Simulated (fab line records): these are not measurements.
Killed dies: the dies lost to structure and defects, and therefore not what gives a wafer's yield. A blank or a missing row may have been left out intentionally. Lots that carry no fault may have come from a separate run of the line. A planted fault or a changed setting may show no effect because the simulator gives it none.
fab line records ; flow sky130
record lots=5; wafers=15; lastDay=49
route steps=708 shown LDD_HVP@281 LDD_LDN@289 PAD_OPEN@708
lots untouched by any fault: they come from a run of this same line in which no faults occurred
startH: hours from the record's first day to the start of the lot's first wafer shown ; waitH: hours since the lot's step before ; " identical to the entry in the row above ; L1.1+2: a single row standing in for several wafers ; - either no value or no given start ; * or withheld: withheld ; < > ~ a bound
route shown NAME@n: a module of which the file shows steps, and the number in the route of the first ; usual: mean and standard deviation over wafers with no fault ; same: alike in all rows ; chamber/n: place in a boat ; sites: the reading at each site ; _std_site: how widely they spread, as a standard deviation ; _edge_site: outer sites' mean less inner sites' ; radiusMm: for every site, how far away it sits from the centre of the wafer ; mask NAME#n: copy n ; behind: the last tool/chamber to shape the wafer ; hold: why the lot was held/for how many hours/how that ended ; device: which transistor (n, p or np) failed to switch ; end of line: the route-end tests of the same wafers ; where a step has no rows: the recipe by itself ; killed: the dies lost at the first sort to structure and to defects; this is not the yield of the wafer ; map: per-die view of a wafer (x killed, . not killed, _ where there is no die)
set.NAME: setting as actually run; set.NAME@STEP: the setting as run at that earlier step ; model.NAME: the simulator's own value behind a step, which no gauge read
lots at some steps of the route; a table a step, a row a wafer
services: when a tool's chamber went out of use (startH, in hours from the record's first day, below 0 if earlier), for how many hours, and the reason
## steps
# step SKY_LDD_HVP_SOFTBAKE_03
# recipe tempC=90; timeS=60; resist=NOVOLAK
# step SKY_LDD_HVP_EXPOSE_04
# recipe maskId=HVPTM; na=0.6; sourceShape=conventional; sigmaOuter=0.6; polarization=unpolarized; targetCdNm=700; doseMj=86
# step SKY_LDD_HVP_PEB_05
# recipe tempC=withheld; timeS=*; resist=NOVOLAK
# step SKY_LDD_HVP_DEVELOP_06
# recipe resist=NOVOLAK; developer=TMAH; developTimeS=60; devTempC=23
# step SKY_LDD_HVP_OVL_MEAS_07
# usual LDD_HVP_OVL=0.8/1.4
lot.wafer;tool;chamber;startH;waitH;LDD_HVP_OVL[nm]
L608.2;overlay-02;-;506.24;0.1;-0.7
L608.3;overlay-02;-;506.24;0.1;0.8
L608.4;overlay-02;-;506.24;0.1;-1.4
L610.1;overlay-01;-;527.37;0.1;-3.5
L610.3;overlay-01;-;527.37;0.1;-4.6
L610.6;overlay-01;-;527.37;0.1;-1.8
L611.1;overlay-01;-;549.16;0.1;1.7
L611.3;overlay-01;-;549.16;0.1;1.0
L611.6;overlay-01;-;549.16;0.1;1.0
L613.1;overlay-01;-;557.01;0.1;2.5
L613.5;overlay-01;-;557.01;0.1;2.3
L613.6;overlay-01;-;557.01;0.1;1.2
L623.2;overlay-02;-;643.48;0.1;0.1
L623.3;overlay-02;-;643.48;0.1;-0.8
L623.5;overlay-02;-;643.48;0.1;0.1
# step SKY_LDD_HVP_IMPLANT_08
# recipe species=B; energyKev=20; doseCm2=1.7e+13; tiltDeg=17.9
# step SKY_LDD_HVP_STRIP_09
# recipe chemistry=O2/N2; powerW=1400; pressureMtorr=1500; platenTempC=withheld; o2FlowSccm=3000; n2FlowSccm=300; overashFraction=0.5
# usual drypumpMotorCurrentA=6.1/0.48; oesProductAu=0.408/0.0047; stripTimeToEndpointS=4.135/0.015
lot.wafer;tool;chamber;startH;waitH;drypumpMotorCurrentA;oesProductAu;rfHoursCounterH;stripTimeToEndpointS
L608.2;plasmaAsher-01;0;506.42;0.1;6.6;0.402;8;4.130
L608.3;plasmaAsher-01;1;506.42;0.1;6.0;0.406;-;4.124
L608.4;plasmaAsher-01;0;506.42;0.1;6.6;0.415;-;4.133
L610.1;plasmaAsher-03;1;527.56;0.1;5.9;0.400;38;4.111
L610.3;plasmaAsher-03;1;527.56;0.1;5.9;0.409;-;4.129
L610.6;plasmaAsher-03;1;527.56;0.1;5.9;0.401;-;4.118
L611.1;plasmaAsher-02;1;549.35;0.1;5.4;0.411;89;4.112
L611.3;plasmaAsher-02;1;549.35;0.1;5.4;0.402;-;4.107
L611.6;plasmaAsher-02;0;549.35;0.1;5.6;0.405;-;4.129
L613.1;plasmaAsher-02;1;557.20;0.1;5.4;0.407;90;4.141
L613.5;plasmaAsher-02;0;557.20;0.1;5.6;0.407;-;4.148
L613.6;plasmaAsher-02;1;557.20;0.1;5.4;0.411;-;4.171
L623.2;plasmaAsher-03;0;643.66;0.1;6.7;0.408;48;4.152
L623.3;plasmaAsher-03;1;643.66;0.1;5.9;0.414;-;4.147
L623.5;plasmaAsher-03;0;643.66;0.1;6.7;0.406;-;4.148
# step SKY_LDD_HVP_TW_MEAS_10
# usual LDD_HVP_TW=458/3.2
lot.wafer;tool;chamber;startH;waitH;LDD_HVP_TW
L608.2;filmMetro-04;-;506.53;0.1;450
L608.3;filmMetro-04;-;506.53;0.1;450
L608.4;filmMetro-04;-;506.53;0.1;448
L610.1;filmMetro-02;-;527.66;0.1;462
L610.3;filmMetro-02;-;527.66;0.1;460
L610.6;filmMetro-02;-;527.66;0.1;459
L611.1;filmMetro-02;-;549.45;0.1;462
L611.3;filmMetro-02;-;549.45;0.1;461
L611.6;filmMetro-02;-;549.45;0.1;460
L613.1;filmMetro-04;-;557.30;0.1;455
L613.5;filmMetro-04;-;557.30;0.1;454
L613.6;filmMetro-04;-;557.30;0.1;456
L623.2;filmMetro-02;-;643.77;0.1;458
L623.3;filmMetro-02;-;643.77;0.1;458
L623.5;filmMetro-02;-;643.77;0.1;457
# step SKY_LDD_LDN_DEHYDRATE_00
# recipe tempC=200; timeS=60
# step SKY_LDD_LDN_HMDS_01
# recipe primeTimeS=60; primeTempC=120
# step SKY_LDD_LDN_COAT_02
# recipe resist=NOVOLAK; spinRpm=3000; resistThkNm=1140
# step SKY_LDD_LDN_SOFTBAKE_03
# recipe tempC=90; timeS=60; resist=NOVOLAK
# step SKY_LDD_LDN_EXPOSE_04
# recipe maskId=LDNTM; na=0.6; sourceShape=conventional; sigmaOuter=0.6; polarization=unpolarized; targetCdNm=700; doseMj=140
# same na=0.6
lot.wafer;tool;chamber;startH;waitH;mask
L608.2+3+4;ilineStepper-02;0;522.11;-;LDNTM#0
L610.1+3+6;ilineStepper-01;0;542.87;-;LDNTM#0
L611.1+3+6;ilineStepper-01;0;564.37;-;HVPTM#0
L613.1+5+6;ilineStepper-02;0;572.36;-;LDNTM#0
L623.2+3+5;ilineStepper-01;0;658.22;-;LDNTM#0
# step SKY_LDD_LDN_PEB_05
# recipe tempC=withheld; timeS=*; resist=NOVOLAK
# step SKY_LDD_LDN_DEVELOP_06
# recipe resist=NOVOLAK; developer=TMAH; developTimeS=60; devTempC=23
# step SKY_LDD_LDN_OVL_MEAS_07
# usual LDD_LDN_OVL=0.6/1.6
lot.wafer;tool;chamber;startH;waitH;LDD_LDN_OVL[nm]
L608.2;overlay-01;-;537.52;0.1;0.1
L608.3;overlay-01;-;537.52;0.1;1.1
L608.4;overlay-01;-;537.52;0.1;0.0
L610.1;overlay-01;-;557.72;0.1;-1.5
L610.3;overlay-01;-;557.72;0.1;0.8
L610.6;overlay-01;-;557.72;0.1;-0.9
L611.1;overlay-02;-;579.11;0.1;-
L611.3;overlay-02;-;579.11;0.1;-
L611.6;overlay-02;-;579.11;0.1;-
L613.1;overlay-02;-;586.66;0.1;4.0
L613.5;overlay-02;-;586.66;0.1;2.7
L613.6;overlay-02;-;586.66;0.1;5.0
L623.2;overlay-01;-;671.47;0.1;1.7
L623.3;overlay-01;-;671.47;0.1;1.5
L623.5;overlay-01;-;671.47;0.1;1.4
# step SKY_LDD_LDN_IMPLANT_08
# recipe species=As; energyKev=15; doseCm2=1.25e+13; tiltDeg=withheld; rotationDeg=23
# step SKY_LDD_LDN_IMPLANT_09
# recipe species=As; energyKev=15; doseCm2=1.25e+13; tiltDeg=withheld; rotationDeg=113
# step SKY_LDD_LDN_IMPLANT_10
# recipe species=As; energyKev=15; doseCm2=1.25e+13; tiltDeg=withheld; rotationDeg=203
# step SKY_LDD_LDN_IMPLANT_11
# recipe species=As; energyKev=15; doseCm2=1.25e+13; tiltDeg=withheld; rotationDeg=293
# step SKY_LDD_LDN_STRIP_12
# recipe chemistry=O2/N2; powerW=1400; pressureMtorr=1500; platenTempC=withheld; o2FlowSccm=3000; n2FlowSccm=300; overashFraction=0.5
# usual drypumpMotorCurrentA=5.7/0.53; oesProductAu=0.716/0.0046; stripTimeToEndpointS=14.19/0.041
lot.wafer;tool;chamber;startH;waitH;drypumpMotorCurrentA;oesProductAu;rfHoursCounterH;stripTimeToEndpointS
L608.2;plasmaAsher-02;0;538.15;0.1;5.6;0.710;88;14.24
L608.3;plasmaAsher-02;0;538.15;0.1;5.6;0.720;-;14.22
L608.4;plasmaAsher-02;1;538.15;0.1;5.4;0.715;-;14.24
L610.1;plasmaAsher-02;1;558.36;0.1;5.4;0.715;90;14.22
L610.3;plasmaAsher-02;1;558.36;0.1;5.3;0.706;-;14.24
L610.6;plasmaAsher-02;0;558.36;0.1;5.6;0.712;-;14.19
L611.1;plasmaAsher-03;1;579.75;0.1;5.9;0.712;42;14.23
L611.3;plasmaAsher-03;1;579.75;0.1;5.9;0.718;-;14.16
L611.6;plasmaAsher-03;1;579.75;0.1;5.9;0.709;-;14.22
L613.1;plasmaAsher-02;1;587.30;0.1;5.4;0.719;92;14.14
L613.5;plasmaAsher-02;0;587.30;0.1;5.6;0.714;-;14.20
L613.6;plasmaAsher-02;1;587.30;0.1;5.4;0.710;-;14.19
L623.2;plasmaAsher-02;0;672.10;0.1;5.6;0.720;101;14.20
L623.3;plasmaAsher-02;1;672.10;0.1;5.4;0.714;-;14.19
L623.5;plasmaAsher-02;1;672.10;0.1;5.4;0.714;-;14.17
# step SKY_LDD_LDN_TW_MEAS_13
# usual LDD_LDN_TW=1478/15
lot.wafer;tool;chamber;startH;waitH;hold;LDD_LDN_TW
L608.2;filmMetro-04;-;538.26;0.1;-;1469
L608.3;filmMetro-04;-;538.26;0.1;-;1462
L608.4;filmMetro-04;-;538.26;0.1;-;1469
L610.1;filmMetro-01;-;558.46;0.1;-;1491
L610.3;filmMetro-01;-;558.46;0.1;-;1485
L610.6;filmMetro-01;-;558.46;0.1;-;1488
L611.1;filmMetro-01;-;579.85;0.1;awaitDispo/0.2h/release;30
L611.3;filmMetro-01;-;579.85;0.1;awaitDispo/0.2h/release;30
L611.6;filmMetro-01;-;579.85;0.1;awaitDispo/0.2h/release;30
L611.1;filmMetro-01;-;580.08;0.2;-;30
L611.3;filmMetro-01;-;580.08;0.2;-;30
L611.6;filmMetro-01;-;580.08;0.2;-;30
L613.1;filmMetro-02;-;587.40;0.1;-;1488
L613.5;filmMetro-02;-;587.40;0.1;-;1489
L613.6;filmMetro-02;-;587.40;0.1;-;1492
L623.2;filmMetro-02;-;672.21;0.1;-;1496
L623.3;filmMetro-02;-;672.21;0.1;-;1487
L623.5;filmMetro-02;-;672.21;0.1;-;1483
# step SKY_PAD_OPEN_PROBE_99
# usual defectLimitedYield=82.8/2; killed_at_M0_to_M3=42/7.3; killed_at_M4_up=3.2/1.8; killedAtContacts=25/5.2; killedAtFrontEnd=15/4.6; killedAtOther=0.3/0.62; killedDies=85/9.9; killedOpen=46/7.1; killedShort=38/5.7; sort_bin_3_pad_short=0.9/0.42; sort_bin_5_function=10.0/1.5; sort_bin_6_memory=6.3/1.2; sortNPass=407/9.9; sortYieldPct=82.8/2
# same grossDies=492; killedAtBackSide=0; sort_bin_4_leakage[%]=0; sort_bin_8_speed[%]=0
lot.wafer;tool;chamber;startH;waitH;defectLimitedYield[%];killed_at_M0_to_M3;killed_at_M4_up;killedAtContacts;killedAtFrontEnd;killedAtOther;killedDies;killedOpen;killedShort;sort_bin_3_pad_short[%];sort_bin_5_function[%];sort_bin_6_memory[%];sortNPass;sortYieldPct[%]
L610.1;prober-02;-;1096.04;0.1;78.7;61;3;28;13;0;105;55;50;1.0;13.0;7.3;387;78.7
L610.3;prober-02;-;1096.14;0.2;83.1;44;1;28;9;1;83;43;39;1.4;9.6;5.9;409;83.1
L610.6;prober-02;-;1096.29;0.2;82.5;38;5;26;17;0;86;45;41;1.0;8.1;8.3;406;82.5
L613.1;prober-01;-;1118.92;0.1;81.7;34;3;25;27;1;90;48;41;1.0;10.6;6.7;402;81.7
L613.5;prober-01;-;1119.12;0.2;82.1;36;6;28;18;0;88;49;37;0.2;12.8;4.9;404;82.1
L613.6;prober-01;-;1119.17;0.2;81.9;39;4;31;13;2;89;47;40;0.8;10.6;6.7;403;81.9
# killed by level:class
L610.1 VIA1:geometricParticle:open=15 CONTACT:geometricParticle:open=10 VIA2:geometricParticle:open=8 METAL1:geometricParticle:short=8 VIA1:geometricParticle:short=7 FIELD_ISO:geometricParticle:short=6 LI_CONTACT:geometricParticle:open=6 CONTACT:geometricParticle:short=5
L610.3 LI_CONTACT:geometricParticle:open=7 CONTACT:geometricParticle:open=7 VIA3:geometricParticle:open=7 METAL1:geometricParticle:short=6 VIA1:geometricParticle:open=6 VIA2:geometricParticle:open=6 FIELD_ISO:geometricParticle:short=5 METAL2:geometricParticle:short=4
L610.6 VIA1:geometricParticle:open=11 CONTACT:geometricParticle:open=9 LI_CONTACT:geometricParticle:open=7 FIELD_ISO:geometricParticle:short=5 CONTACT:geometricParticle:short=5 VIA1:geometricParticle:short=5 VIA3:geometricParticle:open=5 FIELD_ISO:geometricParticle:open=4
L613.1 CONTACT:geometricParticle:open=8 FIELD_ISO:geometricParticle:short=7 FIELD_ISO:geometricParticle:open=7 CONTACT:geometricParticle:short=7 VIA1:geometricParticle:open=6 VIA3:geometricParticle:open=6 POLY_GATE:geometricParticle:open=6 METAL2:geometricParticle:short=6
L613.5 VIA1:geometricParticle:open=12 LI_CONTACT:geometricParticle:open=8 CONTACT:geometricParticle:open=8 LOCAL_INTERCONNECT:geometricParticle:short=7 FIELD_ISO:geometricParticle:short=6 FIELD_ISO:geometricParticle:open=4 POLY_GATE:geometricParticle:short=3 SPACER:geometricParticle:open=3
L613.6 CONTACT:geometricParticle:open=15 VIA1:geometricParticle:open=9 LI_CONTACT:geometricParticle:open=8 METAL2:geometricParticle:short=8 FIELD_ISO:geometricParticle:open=5 METAL3:geometricParticle:open=5 VIA1:geometricParticle:short=4 CONTACT:geometricParticle:short=4
## services
tool;chamber;startH;hours;kind
plasmaAsher-03;-;491.73;2.8;pm
plasmaAsher-02;-;513.52;2.8;pm
ilineStepper-01;-;529.84;1.7;pm
plasmaAsher-03;-;553.36;14.6;pm
ilineStepper-02;-;557.01;1.7;pm
ilineStepper-02;-;558.68;4.4;pm
plasmaAsher-02;-;563.16;2.7;repair
ilineStepper-01;-;574.17;2.1;pm
ilineStepper-01;-;576.25;-;consumableReplace:lamp
ilineStepper-01;0;583.04;-;calibration
ilineStepper-02;-;585.85;11.3;repair
plasmaAsher-03;-;606.37;0.7;repair
plasmaAsher-01;-;624.41;1.1;repair
ilineStepper-02;-;655.06;4.5;repair
ilineStepper-02;0;658.48;-;calibration
ilineStepper-01;-;669.02;4.3;pm
## key
firstSign step=SKY_LDD_LDN_EXPOSE_04; reading=mask; direction=changed
effect step=SKY_LDD_LDN_OVL_MEAS_07; reading=LDD_LDN_OVL; direction=missing
effect step=SKY_LDD_LDN_TW_MEAS_13; reading=visit; direction=added
effect step=SKY_LDD_LDN_TW_MEAS_13; reading=LDD_LDN_TW; direction=down; sigmas=99; usual=1478; struck=30
metAt SKY_LDD_LDN_EXPOSE_04
struckWafers L611.1,L611.3,L611.6
scrappedBehind SKY_LDD_LDN_TW_MEAS_13 L611.1,L611.3,L611.6
onsetBetween 542.87 564.37
fault kind=wrongMask; tool=any; chamber=-; onsetH=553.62; steps=SKY_LDD_LDN_EXPOSE_04; auxCopy=HVPTM#0; scope=struckLotsOnly
